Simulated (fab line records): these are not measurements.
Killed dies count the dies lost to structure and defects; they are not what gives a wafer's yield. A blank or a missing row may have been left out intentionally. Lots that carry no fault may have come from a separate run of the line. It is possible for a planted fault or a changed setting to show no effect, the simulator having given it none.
fab line records :: flow sky130
record
  lots=13
  wafers=39
  lastDay=50
route steps=708 shown METAL3@533 VIA3@574
lots that met no fault: taken from a fault-free run of the same line
startH: start of the lot's first displayed wafer, in hours after the record's first day :: waitH: how many hours have passed since the lot's step before this one :: " same as the row above :: L1.1+2: a row that stands for several wafers :: - value missing, or start not given :: * or withheld: withheld :: < > ~ a bound
route shown NAME@n: a module of which the file shows steps, and the number in the route of the first :: usual: mean and standard deviation over wafers with no fault :: same: alike in all rows :: chamber/n: place in a boat :: sites: readings site by site :: _std_site: the standard deviation of these :: _edge_site: outer sites' mean less inner sites' :: radiusMm: for every site, how far away it sits from the centre of the wafer :: mask NAME#n: copy n :: behind: the tool/chamber that last shaped the wafer :: hold: why the lot went on hold/how many hours it stayed there/how the hold came to an end :: device: whichever transistor did not switch (one of n, p or np) :: end of line: at the end of the route, the tests of the same wafers :: a step given without rows: its recipe and nothing more :: killed: dies that structure and defects cost at the first sort, which is not the same as the wafer's yield :: map: a wafer's dies, marking killed ones x, the rest . and places with no die _
set.NAME: the setting that was run; set.NAME@STEP: the one run at that earlier step :: model.NAME: the simulator's own value behind a step, which no gauge read
the route's steps for a sample of lots (tables are steps, rows are wafers)
services: a tool's chamber out of use, with start hour (startH, from the record's first day; less than 0 if before it), hours out, and reason
## steps
# step SKY_METAL3_SPUTTER_01
# recipe
  material=TiN
  targetThkNm=20
  powerW=6500
  timeS=16.7
  chamberPressurePa=0.4
# usual
  throttleValvePct=30.3/1.1
lot.wafer: L828.2
tool: pvdSputter-04
chamber: -
startH: 857.61
waitH: 0.0
throttleValvePct: 30.6

lot.wafer: L828.3
tool: pvdSputter-04
chamber: -
startH: 857.61
waitH: 0.0
throttleValvePct: 31.4

lot.wafer: L828.6
tool: pvdSputter-04
chamber: -
startH: 857.61
waitH: 0.0
throttleValvePct: 31.4

lot.wafer: L827.1
tool: pvdSputter-01
chamber: -
startH: 858.86
waitH: 0.0
throttleValvePct: 28.9

lot.wafer: L827.2
tool: pvdSputter-01
chamber: -
startH: 858.86
waitH: 0.0
throttleValvePct: 30.1

lot.wafer: L827.5
tool: pvdSputter-01
chamber: -
startH: 858.86
waitH: 0.0
throttleValvePct: 28.8

lot.wafer: L830.1
tool: pvdSputter-01
chamber: -
startH: 872.14
waitH: 0.0
throttleValvePct: 30.2

lot.wafer: L830.2
tool: pvdSputter-01
chamber: -
startH: 872.14
waitH: 0.0
throttleValvePct: 29.0

lot.wafer: L830.3
tool: pvdSputter-01
chamber: -
startH: 872.14
waitH: 0.0
throttleValvePct: 29.7

lot.wafer: L829.1
tool: pvdSputter-02
chamber: -
startH: 872.43
waitH: 0.0
throttleValvePct: 32.4

lot.wafer: L829.2
tool: pvdSputter-02
chamber: -
startH: 872.43
waitH: 0.0
throttleValvePct: 29.1

lot.wafer: L829.6
tool: pvdSputter-02
chamber: -
startH: 872.43
waitH: 0.0
throttleValvePct: 28.8

lot.wafer: L835.3
tool: pvdSputter-01
chamber: -
startH: 910.11
waitH: 0.0
throttleValvePct: 29.7

lot.wafer: L835.4
tool: pvdSputter-01
chamber: -
startH: 910.11
waitH: 0.0
throttleValvePct: 29.0

lot.wafer: L835.6
tool: pvdSputter-01
chamber: -
startH: 910.11
waitH: 0.0
throttleValvePct: 30.4

lot.wafer: L837.1
tool: pvdSputter-04
chamber: -
startH: 924.97
waitH: 0.0
throttleValvePct: 31.4

lot.wafer: L837.4
tool: pvdSputter-04
chamber: -
startH: 924.97
waitH: 0.0
throttleValvePct: 32.2

lot.wafer: L837.6
tool: pvdSputter-04
chamber: -
startH: 924.97
waitH: 0.0
throttleValvePct: 30.4

lot.wafer: L842.1
tool: pvdSputter-04
chamber: -
startH: 961.06
waitH: 0.0
throttleValvePct: 31.1

lot.wafer: L842.4
tool: pvdSputter-04
chamber: -
startH: 961.06
waitH: 0.0
throttleValvePct: 32.3

lot.wafer: L842.6
tool: pvdSputter-04
chamber: -
startH: 961.06
waitH: 0.0
throttleValvePct: 31.3

lot.wafer: L843.3
tool: pvdSputter-04
chamber: -
startH: 968.23
waitH: 0.0
throttleValvePct: 30.4

lot.wafer: L843.4
tool: pvdSputter-04
chamber: -
startH: 968.23
waitH: 0.0
throttleValvePct: 31.3

lot.wafer: L843.5
tool: pvdSputter-04
chamber: -
startH: 968.23
waitH: 0.0
throttleValvePct: 32.3

lot.wafer: L844.4
tool: pvdSputter-02
chamber: -
startH: 972.06
waitH: 0.0
throttleValvePct: 32.1

lot.wafer: L844.5
tool: pvdSputter-02
chamber: -
startH: 972.06
waitH: 0.0
throttleValvePct: 28.9

lot.wafer: L844.6
tool: pvdSputter-02
chamber: -
startH: 972.06
waitH: 0.0
throttleValvePct: 28.5

lot.wafer: L845.3
tool: pvdSputter-04
chamber: -
startH: 973.72
waitH: 0.0
throttleValvePct: 31.2

lot.wafer: L845.4
tool: pvdSputter-04
chamber: -
startH: 973.72
waitH: 0.0
throttleValvePct: 32.3

lot.wafer: L845.6
tool: pvdSputter-04
chamber: -
startH: 973.72
waitH: 0.0
throttleValvePct: 30.6

lot.wafer: L847.3
tool: pvdSputter-01
chamber: -
startH: 984.79
waitH: 0.0
throttleValvePct: 28.8

lot.wafer: L847.5
tool: pvdSputter-01
chamber: -
startH: 984.79
waitH: 0.0
throttleValvePct: 29.7

lot.wafer: L847.6
tool: pvdSputter-01
chamber: -
startH: 984.79
waitH: 0.0
throttleValvePct: 30.2

lot.wafer: L848.3
tool: pvdSputter-02
chamber: -
startH: 989.67
waitH: 0.0
throttleValvePct: 32.1

lot.wafer: L848.4
tool: pvdSputter-02
chamber: -
startH: 989.67
waitH: 0.0
throttleValvePct: 28.6

lot.wafer: L848.5
tool: pvdSputter-02
chamber: -
startH: 989.67
waitH: 0.0
throttleValvePct: 28.3

lot.wafer: L850.1
tool: pvdSputter-04
chamber: -
startH: 1006.64
waitH: 0.0
throttleValvePct: 30.3

lot.wafer: L850.2
tool: pvdSputter-04
chamber: -
startH: 1006.64
waitH: 0.0
throttleValvePct: 31.3

lot.wafer: L850.3
tool: pvdSputter-04
chamber: -
startH: 1006.64
waitH: 0.0
throttleValvePct: 32.3
# step SKY_METAL3_SPUTTER_02
# recipe
  material=AlCu
  targetThkNm=735
  powerW=10600
  timeS=39.1
  chamberPressurePa=0.4
# usual
  throttleValvePct=30.3/1.1
lot.wafer: L828.2
tool: pvdSputter-04
chamber: -
startH: 857.63
waitH: 0.0
throttleValvePct: 30.3

lot.wafer: L828.3
tool: pvdSputter-04
chamber: -
startH: 857.63
waitH: 0.0
throttleValvePct: 31.3

lot.wafer: L828.6
tool: pvdSputter-04
chamber: -
startH: 857.63
waitH: 0.0
throttleValvePct: 31.3

lot.wafer: L827.1
tool: pvdSputter-01
chamber: -
startH: 858.89
waitH: 0.0
throttleValvePct: 29.1

lot.wafer: L827.2
tool: pvdSputter-01
chamber: -
startH: 858.89
waitH: 0.0
throttleValvePct: 30.1

lot.wafer: L827.5
tool: pvdSputter-01
chamber: -
startH: 858.89
waitH: 0.0
throttleValvePct: 29.1

lot.wafer: L830.1
tool: pvdSputter-01
chamber: -
startH: 872.17
waitH: 0.0
throttleValvePct: 30.3

lot.wafer: L830.2
tool: pvdSputter-01
chamber: -
startH: 872.17
waitH: 0.0
throttleValvePct: 29.1

lot.wafer: L830.3
tool: pvdSputter-01
chamber: -
startH: 872.17
waitH: 0.0
throttleValvePct: 29.7

lot.wafer: L829.1
tool: pvdSputter-02
chamber: -
startH: 872.45
waitH: 0.0
throttleValvePct: 32.0

lot.wafer: L829.2
tool: pvdSputter-02
chamber: -
startH: 872.45
waitH: 0.0
throttleValvePct: 29.1

lot.wafer: L829.6
tool: pvdSputter-02
chamber: -
startH: 872.45
waitH: 0.0
throttleValvePct: 28.5

lot.wafer: L835.3
tool: pvdSputter-01
chamber: -
startH: 910.14
waitH: 0.0
throttleValvePct: 29.9

lot.wafer: L835.4
tool: pvdSputter-01
chamber: -
startH: 910.14
waitH: 0.0
throttleValvePct: 29.1

lot.wafer: L835.6
tool: pvdSputter-01
chamber: -
startH: 910.14
waitH: 0.0
throttleValvePct: 30.2

lot.wafer: L837.1
tool: pvdSputter-04
chamber: -
startH: 924.99
waitH: 0.0
throttleValvePct: 31.3

lot.wafer: L837.4
tool: pvdSputter-04
chamber: -
startH: 924.99
waitH: 0.0
throttleValvePct: 32.1

lot.wafer: L837.6
tool: pvdSputter-04
chamber: -
startH: 924.99
waitH: 0.0
throttleValvePct: 30.5

lot.wafer: L842.1
tool: pvdSputter-04
chamber: -
startH: 961.08
waitH: 0.0
throttleValvePct: 31.0

lot.wafer: L842.4
tool: pvdSputter-04
chamber: -
startH: 961.08
waitH: 0.0
throttleValvePct: 32.4

lot.wafer: L842.6
tool: pvdSputter-04
chamber: -
startH: 961.08
waitH: 0.0
throttleValvePct: 31.2

lot.wafer: L843.3
tool: pvdSputter-04
chamber: -
startH: 968.25
waitH: 0.0
throttleValvePct: 30.3

lot.wafer: L843.4
tool: pvdSputter-04
chamber: -
startH: 968.25
waitH: 0.0
throttleValvePct: 31.2

lot.wafer: L843.5
tool: pvdSputter-04
chamber: -
startH: 968.25
waitH: 0.0
throttleValvePct: 32.3

lot.wafer: L844.4
tool: pvdSputter-02
chamber: -
startH: 972.09
waitH: 0.0
throttleValvePct: 31.9

lot.wafer: L844.5
tool: pvdSputter-02
chamber: -
startH: 972.09
waitH: 0.0
throttleValvePct: 29.4

lot.wafer: L844.6
tool: pvdSputter-02
chamber: -
startH: 972.09
waitH: 0.0
throttleValvePct: 28.5

lot.wafer: L845.3
tool: pvdSputter-04
chamber: -
startH: 973.74
waitH: 0.0
throttleValvePct: 31.4

lot.wafer: L845.4
tool: pvdSputter-04
chamber: -
startH: 973.74
waitH: 0.0
throttleValvePct: 32.4

lot.wafer: L845.6
tool: pvdSputter-04
chamber: -
startH: 973.74
waitH: 0.0
throttleValvePct: 30.6

lot.wafer: L847.3
tool: pvdSputter-01
chamber: -
startH: 984.81
waitH: 0.0
throttleValvePct: 29.3

lot.wafer: L847.5
tool: pvdSputter-01
chamber: -
startH: 984.81
waitH: 0.0
throttleValvePct: 29.8

lot.wafer: L847.6
tool: pvdSputter-01
chamber: -
startH: 984.81
waitH: 0.0
throttleValvePct: 30.4

lot.wafer: L848.3
tool: pvdSputter-02
chamber: -
startH: 989.69
waitH: 0.0
throttleValvePct: 32.0

lot.wafer: L848.4
tool: pvdSputter-02
chamber: -
startH: 989.69
waitH: 0.0
throttleValvePct: 28.5

lot.wafer: L848.5
tool: pvdSputter-02
chamber: -
startH: 989.69
waitH: 0.0
throttleValvePct: 28.6

lot.wafer: L850.1
tool: pvdSputter-04
chamber: -
startH: 1006.67
waitH: 0.0
throttleValvePct: 30.4

lot.wafer: L850.2
tool: pvdSputter-04
chamber: -
startH: 1006.67
waitH: 0.0
throttleValvePct: 31.3

lot.wafer: L850.3
tool: pvdSputter-04
chamber: -
startH: 1006.67
waitH: 0.0
throttleValvePct: 32.4
# step SKY_METAL3_EXPOSE_10
# recipe
  maskId=MM3
  na=0.68
  sourceShape=annular
  sigmaInner=0.4
  sigmaOuter=0.8
  targetCdNm=300
  doseMj=28.22
# usual
  exposureDoseMJCm2=28.00/0.031
# same
  sigmaInner=0.4
lot.wafer: L828.2
tool: krfScanner-02
chamber: 0
startH: 896.61
waitH: -
mask: MM3#0
exposureDoseMJCm2: 27.94

lot.wafer: L828.3
tool: krfScanner-02
chamber: 0
startH: 896.61
waitH: -
mask: MM3#0
exposureDoseMJCm2: 27.98

lot.wafer: L828.6
tool: krfScanner-02
chamber: 0
startH: 896.61
waitH: -
mask: MM3#0
exposureDoseMJCm2: 28.00

lot.wafer: L827.1
tool: krfScanner-01
chamber: 0
startH: 897.51
waitH: -
mask: MM3#0
exposureDoseMJCm2: 27.99

lot.wafer: L827.2
tool: krfScanner-01
chamber: 0
startH: 897.51
waitH: -
mask: MM3#0
exposureDoseMJCm2: 28.00

lot.wafer: L827.5
tool: krfScanner-01
chamber: 0
startH: 897.51
waitH: -
mask: MM3#0
exposureDoseMJCm2: 27.96

lot.wafer: L830.1
tool: krfScanner-01
chamber: 0
startH: 910.54
waitH: -
mask: MM3#0
exposureDoseMJCm2: 28.03

lot.wafer: L830.2
tool: krfScanner-01
chamber: 0
startH: 910.54
waitH: -
mask: MM3#0
exposureDoseMJCm2: 27.99

lot.wafer: L830.3
tool: krfScanner-01
chamber: 0
startH: 910.54
waitH: -
mask: MM3#0
exposureDoseMJCm2: 28.02

lot.wafer: L829.1
tool: krfScanner-02
chamber: 0
startH: 912.06
waitH: -
mask: MM3#0
exposureDoseMJCm2: 27.98

lot.wafer: L829.2
tool: krfScanner-02
chamber: 0
startH: 912.06
waitH: -
mask: MM3#0
exposureDoseMJCm2: 28.01

lot.wafer: L829.6
tool: krfScanner-02
chamber: 0
startH: 912.06
waitH: -
mask: MM3#0
exposureDoseMJCm2: 28.00

lot.wafer: L835.3
tool: krfScanner-01
chamber: 0
startH: 947.35
waitH: -
mask: MM3#0
exposureDoseMJCm2: 27.68

lot.wafer: L835.4
tool: krfScanner-01
chamber: 0
startH: 947.35
waitH: -
mask: MM3#0
exposureDoseMJCm2: 27.68

lot.wafer: L835.6
tool: krfScanner-01
chamber: 0
startH: 947.35
waitH: -
mask: MM3#0
exposureDoseMJCm2: 27.64

lot.wafer: L837.1
tool: krfScanner-02
chamber: 0
startH: 962.92
waitH: -
mask: MM3#0
exposureDoseMJCm2: 27.95

lot.wafer: L837.4
tool: krfScanner-02
chamber: 0
startH: 962.92
waitH: -
mask: MM3#0
exposureDoseMJCm2: 27.99

lot.wafer: L837.6
tool: krfScanner-02
chamber: 0
startH: 962.92
waitH: -
mask: MM3#0
exposureDoseMJCm2: 27.97

lot.wafer: L842.1
tool: krfScanner-02
chamber: 0
startH: 997.76
waitH: -
mask: MM3#0
exposureDoseMJCm2: 27.99

lot.wafer: L842.4
tool: krfScanner-02
chamber: 0
startH: 997.76
waitH: -
mask: MM3#0
exposureDoseMJCm2: 27.99

lot.wafer: L842.6
tool: krfScanner-02
chamber: 0
startH: 997.76
waitH: -
mask: MM3#0
exposureDoseMJCm2: 27.97

lot.wafer: L843.3
tool: krfScanner-02
chamber: 0
startH: 1004.66
waitH: -
mask: MM3#0
exposureDoseMJCm2: 27.99

lot.wafer: L843.4
tool: krfScanner-02
chamber: 0
startH: 1004.66
waitH: -
mask: MM3#0
exposureDoseMJCm2: 28.00

lot.wafer: L843.5
tool: krfScanner-02
chamber: 0
startH: 1004.66
waitH: -
mask: MM3#0
exposureDoseMJCm2: 28.03

lot.wafer: L844.4
tool: krfScanner-01
chamber: 0
startH: 1009.20
waitH: -
mask: MM3#0
exposureDoseMJCm2: 27.97

lot.wafer: L844.5
tool: krfScanner-01
chamber: 0
startH: 1009.20
waitH: -
mask: MM3#0
exposureDoseMJCm2: 27.99

lot.wafer: L844.6
tool: krfScanner-01
chamber: 0
startH: 1009.20
waitH: -
mask: MM3#0
exposureDoseMJCm2: 27.99

lot.wafer: L845.3
tool: krfScanner-02
chamber: 0
startH: 1010.02
waitH: -
mask: MM3#0
exposureDoseMJCm2: 28.00

lot.wafer: L845.4
tool: krfScanner-02
chamber: 0
startH: 1010.02
waitH: -
mask: MM3#0
exposureDoseMJCm2: 28.09

lot.wafer: L845.6
tool: krfScanner-02
chamber: 0
startH: 1010.02
waitH: -
mask: MM3#0
exposureDoseMJCm2: 27.95

lot.wafer: L847.3
tool: krfScanner-01
chamber: 0
startH: 1020.58
waitH: -
mask: MM3#0
exposureDoseMJCm2: 27.98

lot.wafer: L847.5
tool: krfScanner-01
chamber: 0
startH: 1020.58
waitH: -
mask: MM3#0
exposureDoseMJCm2: 27.98

lot.wafer: L847.6
tool: krfScanner-01
chamber: 0
startH: 1020.58
waitH: -
mask: MM3#0
exposureDoseMJCm2: 28.02

lot.wafer: L848.3
tool: krfScanner-01
chamber: 0
startH: 1024.16
waitH: -
mask: MM3#0
exposureDoseMJCm2: 28.02

lot.wafer: L848.4
tool: krfScanner-01
chamber: 0
startH: 1024.16
waitH: -
mask: MM3#0
exposureDoseMJCm2: 28.04

lot.wafer: L848.5
tool: krfScanner-01
chamber: 0
startH: 1024.16
waitH: -
mask: MM3#0
exposureDoseMJCm2: 28.03

lot.wafer: L850.1
tool: krfScanner-02
chamber: 0
startH: 1042.47
waitH: -
mask: MM3#0
exposureDoseMJCm2: 28.03

lot.wafer: L850.2
tool: krfScanner-02
chamber: 0
startH: 1042.47
waitH: -
mask: MM3#0
exposureDoseMJCm2: 28.02

lot.wafer: L850.3
tool: krfScanner-02
chamber: 0
startH: 1042.47
waitH: -
mask: MM3#0
exposureDoseMJCm2: 27.99
# step SKY_METAL3_CD_MEAS_13
# recipe
  targetCdNm=300
# usual
  cdNm=300.3/1.5
lot.wafer: L828.2
tool: cdSem-02
chamber: -
startH: 908.89
waitH: -
cdNm: 299.3

lot.wafer: L828.3
tool: cdSem-02
chamber: -
startH: 908.89
waitH: -
cdNm: 300.1

lot.wafer: L828.6
tool: cdSem-02
chamber: -
startH: 908.89
waitH: -
cdNm: 299.4

lot.wafer: L827.1
tool: cdSem-02
chamber: -
startH: 909.74
waitH: -
cdNm: 299.5

lot.wafer: L827.2
tool: cdSem-02
chamber: -
startH: 909.74
waitH: -
cdNm: 298.8

lot.wafer: L827.5
tool: cdSem-02
chamber: -
startH: 909.74
waitH: -
cdNm: 299.7

lot.wafer: L830.1
tool: cdSem-02
chamber: -
startH: 921.71
waitH: -
cdNm: 302.2

lot.wafer: L830.2
tool: cdSem-02
chamber: -
startH: 921.71
waitH: -
cdNm: 299.9

lot.wafer: L830.3
tool: cdSem-02
chamber: -
startH: 921.71
waitH: -
cdNm: 299.7

lot.wafer: L829.1
tool: cdSem-02
chamber: -
startH: 923.84
waitH: -
cdNm: 300.9

lot.wafer: L829.2
tool: cdSem-02
chamber: -
startH: 923.84
waitH: -
cdNm: 300.1

lot.wafer: L829.6
tool: cdSem-02
chamber: -
startH: 923.84
waitH: -
cdNm: 301.8

lot.wafer: L835.3
tool: cdSem-01
chamber: -
startH: 959.46
waitH: -
cdNm: 285.7

lot.wafer: L835.4
tool: cdSem-01
chamber: -
startH: 959.46
waitH: -
cdNm: 294.8

lot.wafer: L835.6
tool: cdSem-01
chamber: -
startH: 959.46
waitH: -
cdNm: 297.1

lot.wafer: L837.1
tool: cdSem-02
chamber: -
startH: 974.89
waitH: -
cdNm: 298.2

lot.wafer: L837.4
tool: cdSem-02
chamber: -
startH: 974.89
waitH: -
cdNm: 299.6

lot.wafer: L837.6
tool: cdSem-02
chamber: -
startH: 974.89
waitH: -
cdNm: 299.4

lot.wafer: L842.1
tool: cdSem-01
chamber: -
startH: 1009.06
waitH: -
cdNm: 301.1

lot.wafer: L842.4
tool: cdSem-01
chamber: -
startH: 1009.06
waitH: -
cdNm: 301.9

lot.wafer: L842.6
tool: cdSem-01
chamber: -
startH: 1009.06
waitH: -
cdNm: 299.6

lot.wafer: L843.3
tool: cdSem-01
chamber: -
startH: 1016.61
waitH: -
cdNm: 301.4

lot.wafer: L843.4
tool: cdSem-01
chamber: -
startH: 1016.61
waitH: -
cdNm: 302.8

lot.wafer: L843.5
tool: cdSem-01
chamber: -
startH: 1016.61
waitH: -
cdNm: 300.1

lot.wafer: L844.4
tool: cdSem-01
chamber: -
startH: 1020.83
waitH: -
cdNm: 299.4

lot.wafer: L844.5
tool: cdSem-01
chamber: -
startH: 1020.83
waitH: -
cdNm: 297.6

lot.wafer: L844.6
tool: cdSem-01
chamber: -
startH: 1020.83
waitH: -
cdNm: 298.0

lot.wafer: L845.3
tool: cdSem-02
chamber: -
startH: 1021.43
waitH: -
cdNm: 301.1

lot.wafer: L845.4
tool: cdSem-02
chamber: -
startH: 1021.43
waitH: -
cdNm: 299.8

lot.wafer: L845.6
tool: cdSem-02
chamber: -
startH: 1021.43
waitH: -
cdNm: 301.1

lot.wafer: L847.3
tool: cdSem-01
chamber: -
startH: 1032.36
waitH: -
cdNm: 301.5

lot.wafer: L847.5
tool: cdSem-01
chamber: -
startH: 1032.36
waitH: -
cdNm: 303.0

lot.wafer: L847.6
tool: cdSem-01
chamber: -
startH: 1032.36
waitH: -
cdNm: 301.5

lot.wafer: L848.3
tool: cdSem-01
chamber: -
startH: 1036.30
waitH: -
cdNm: 297.8

lot.wafer: L848.4
tool: cdSem-01
chamber: -
startH: 1036.30
waitH: -
cdNm: 297.3

lot.wafer: L848.5
tool: cdSem-01
chamber: -
startH: 1036.30
waitH: -
cdNm: 297.1

lot.wafer: L850.1
tool: cdSem-01
chamber: -
startH: 1053.41
waitH: -
cdNm: 299.0

lot.wafer: L850.2
tool: cdSem-01
chamber: -
startH: 1053.41
waitH: -
cdNm: 300.1

lot.wafer: L850.3
tool: cdSem-01
chamber: -
startH: 1053.41
waitH: -
cdNm: 300.4
# step SKY_VIA3_THK_MEAS_01
# recipe
  reads=SiO2_of_VIA3_HDPCVD_00
# usual
  VIA3_HDPCVD_THK=1628/18
lot.wafer: L828.2
tool: filmMetro-02
chamber: -
startH: 910.16
waitH: 0.1
VIA3_HDPCVD_THK[nm]: 1639

lot.wafer: L828.3
tool: filmMetro-02
chamber: -
startH: 910.16
waitH: 0.1
VIA3_HDPCVD_THK[nm]: 1632

lot.wafer: L828.6
tool: filmMetro-02
chamber: -
startH: 910.16
waitH: 0.1
VIA3_HDPCVD_THK[nm]: 1625

lot.wafer: L827.1
tool: filmMetro-02
chamber: -
startH: 911.21
waitH: 0.1
VIA3_HDPCVD_THK[nm]: 1624

lot.wafer: L827.2
tool: filmMetro-02
chamber: -
startH: 911.21
waitH: 0.1
VIA3_HDPCVD_THK[nm]: 1628

lot.wafer: L827.5
tool: filmMetro-02
chamber: -
startH: 911.21
waitH: 0.1
VIA3_HDPCVD_THK[nm]: 1619

lot.wafer: L830.1
tool: filmMetro-01
chamber: -
startH: 922.96
waitH: 0.1
VIA3_HDPCVD_THK[nm]: 1639

lot.wafer: L830.2
tool: filmMetro-01
chamber: -
startH: 922.96
waitH: 0.1
VIA3_HDPCVD_THK[nm]: 1625

lot.wafer: L830.3
tool: filmMetro-01
chamber: -
startH: 922.96
waitH: 0.1
VIA3_HDPCVD_THK[nm]: 1603

lot.wafer: L829.1
tool: filmMetro-02
chamber: -
startH: 925.11
waitH: 0.1
VIA3_HDPCVD_THK[nm]: 1623

lot.wafer: L829.2
tool: filmMetro-02
chamber: -
startH: 925.11
waitH: 0.1
VIA3_HDPCVD_THK[nm]: 1615

lot.wafer: L829.6
tool: filmMetro-02
chamber: -
startH: 925.11
waitH: 0.1
VIA3_HDPCVD_THK[nm]: 1621

lot.wafer: L835.3
tool: filmMetro-02
chamber: -
startH: 960.86
waitH: 0.1
VIA3_HDPCVD_THK[nm]: 1641

lot.wafer: L835.4
tool: filmMetro-02
chamber: -
startH: 960.86
waitH: 0.1
VIA3_HDPCVD_THK[nm]: 1646

lot.wafer: L835.6
tool: filmMetro-02
chamber: -
startH: 960.86
waitH: 0.1
VIA3_HDPCVD_THK[nm]: 1636

lot.wafer: L837.1
tool: filmMetro-01
chamber: -
startH: 976.17
waitH: 0.1
VIA3_HDPCVD_THK[nm]: 1622

lot.wafer: L837.4
tool: filmMetro-01
chamber: -
startH: 976.17
waitH: 0.1
VIA3_HDPCVD_THK[nm]: 1638

lot.wafer: L837.6
tool: filmMetro-01
chamber: -
startH: 976.17
waitH: 0.1
VIA3_HDPCVD_THK[nm]: 1603

lot.wafer: L842.1
tool: filmMetro-02
chamber: -
startH: 1010.30
waitH: 0.1
VIA3_HDPCVD_THK[nm]: 1588

lot.wafer: L842.4
tool: filmMetro-02
chamber: -
startH: 1010.30
waitH: 0.1
VIA3_HDPCVD_THK[nm]: 1612

lot.wafer: L842.6
tool: filmMetro-02
chamber: -
startH: 1010.30
waitH: 0.1
VIA3_HDPCVD_THK[nm]: 1641

lot.wafer: L843.3
tool: filmMetro-01
chamber: -
startH: 1017.93
waitH: 0.2
VIA3_HDPCVD_THK[nm]: 1621

lot.wafer: L843.4
tool: filmMetro-01
chamber: -
startH: 1017.93
waitH: 0.2
VIA3_HDPCVD_THK[nm]: 1605

lot.wafer: L843.5
tool: filmMetro-01
chamber: -
startH: 1017.93
waitH: 0.2
VIA3_HDPCVD_THK[nm]: 1593

lot.wafer: L844.4
tool: filmMetro-04
chamber: -
startH: 1022.11
waitH: 0.0
VIA3_HDPCVD_THK[nm]: 1607

lot.wafer: L844.5
tool: filmMetro-04
chamber: -
startH: 1022.11
waitH: 0.0
VIA3_HDPCVD_THK[nm]: 1655

lot.wafer: L844.6
tool: filmMetro-04
chamber: -
startH: 1022.11
waitH: 0.0
VIA3_HDPCVD_THK[nm]: 1642

lot.wafer: L845.3
tool: filmMetro-04
chamber: -
startH: 1022.73
waitH: 0.1
VIA3_HDPCVD_THK[nm]: 1619

lot.wafer: L845.4
tool: filmMetro-04
chamber: -
startH: 1022.73
waitH: 0.1
VIA3_HDPCVD_THK[nm]: 1597

lot.wafer: L845.6
tool: filmMetro-04
chamber: -
startH: 1022.73
waitH: 0.1
VIA3_HDPCVD_THK[nm]: 1647

lot.wafer: L847.3
tool: filmMetro-02
chamber: -
startH: 1033.58
waitH: 0.1
VIA3_HDPCVD_THK[nm]: 1633

lot.wafer: L847.5
tool: filmMetro-02
chamber: -
startH: 1033.58
waitH: 0.1
VIA3_HDPCVD_THK[nm]: 1627

lot.wafer: L847.6
tool: filmMetro-02
chamber: -
startH: 1033.58
waitH: 0.1
VIA3_HDPCVD_THK[nm]: 1616

lot.wafer: L848.3
tool: filmMetro-04
chamber: -
startH: 1037.52
waitH: 0.1
VIA3_HDPCVD_THK[nm]: 1635

lot.wafer: L848.4
tool: filmMetro-04
chamber: -
startH: 1037.52
waitH: 0.1
VIA3_HDPCVD_THK[nm]: 1656

lot.wafer: L848.5
tool: filmMetro-04
chamber: -
startH: 1037.52
waitH: 0.1
VIA3_HDPCVD_THK[nm]: 1628

lot.wafer: L850.1
tool: filmMetro-02
chamber: -
startH: 1054.68
waitH: 0.1
VIA3_HDPCVD_THK[nm]: 1677

lot.wafer: L850.2
tool: filmMetro-02
chamber: -
startH: 1054.68
waitH: 0.1
VIA3_HDPCVD_THK[nm]: 1649

lot.wafer: L850.3
tool: filmMetro-02
chamber: -
startH: 1054.68
waitH: 0.1
VIA3_HDPCVD_THK[nm]: 1640
## services
tool: pvdSputter-01
chamber: -
startH: 836.26
hours: 3.3
kind: repair

tool: pvdSputter-01
chamber: -
startH: 844.10
hours: 0.7
kind: repair

tool: krfScanner-02
chamber: -
startH: 849.92
hours: 4.4
kind: pm

tool: krfScanner-01
chamber: -
startH: 856.43
hours: 1.0
kind: pm

tool: krfScanner-02
chamber: -
startH: 857.98
hours: 0.8
kind: pm

tool: krfScanner-01
chamber: -
startH: 860.69
hours: 1.9
kind: repair

tool: pvdSputter-04
chamber: 3
startH: 864.69
hours: -
kind: consumableReplace:kit

tool: pvdSputter-04
chamber: 3
startH: 864.69
hours: 18.0
kind: scheduledDown

tool: pvdSputter-04
chamber: 3
startH: 864.69
hours: 18.0
kind: ventCycle

tool: krfScanner-01
chamber: -
startH: 917.73
hours: 0.3
kind: repair

tool: krfScanner-01
chamber: -
startH: 940.40
hours: 0.8
kind: pm

tool: krfScanner-01
chamber: -
startH: 956.11
hours: 4.4
kind: pm

tool: krfScanner-02
chamber: -
startH: 970.83
hours: 1.3
kind: pm

tool: krfScanner-02
chamber: -
startH: 983.37
hours: 1.0
kind: pm

tool: pvdSputter-04
chamber: 2
startH: 983.41
hours: -
kind: consumableReplace:kit

tool: pvdSputter-04
chamber: 2
startH: 983.41
hours: 18.0
kind: scheduledDown

tool: pvdSputter-04
chamber: 2
startH: 983.41
hours: 18.0
kind: ventCycle

tool: pvdSputter-01
chamber: -
startH: 988.23
hours: 4.8
kind: repair

tool: krfScanner-01
chamber: -
startH: 989.10
hours: 7.2
kind: pm

tool: krfScanner-01
chamber: -
startH: 1007.71
hours: 1.3
kind: pm

tool: pvdSputter-01
chamber: -
startH: 1020.37
hours: 0.7
kind: repair

tool: krfScanner-01
chamber: -
startH: 1025.43
hours: 1.0
kind: pm

tool: krfScanner-02
chamber: -
startH: 1026.78
hours: 0.8
kind: pm

tool: pvdSputter-04
chamber: 1
startH: 1038.70
hours: -
kind: consumableReplace:kit
## key
firstSign
  step=SKY_METAL3_EXPOSE_10
  reading=exposureDoseMJCm2
  direction=down
  sigmas=11
  usual=*
  struck=*
effect
  step=SKY_METAL3_CD_MEAS_13
  reading=cdNm
  direction=down
  sigmas=5
  usual=300.3
  struck=292.6
  through=controlLoop
metAt SKY_METAL3_EXPOSE_10
struckLots L835
sortLeftOut L835.3,L835.4,L835.6
loopTrim
  step=SKY_METAL3_EXPOSE_10
  setting=dose
  lots=L835
notActingAt SKY_METAL3_SPUTTER_01,SKY_METAL3_SPUTTER_02,SKY_VIA3_THK_MEAS_01
onsetBetween 910.54 947.35
fault
  kind=processParameterDrift
  tool=krfScanner-01
  chamber=-
  onsetH=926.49
  steps=SKY_METAL3_EXPOSE_10
  channel=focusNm
  offset=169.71
  spreadByWafer=0.3
  shape=step
  endH=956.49
# sortLeftOut: the simulated sort isn't trusted on such a fault, so these wafers' sort isn't shown, and their yield isn't known
# loopTrim: a control loop set the setting to another value than it would have without faults
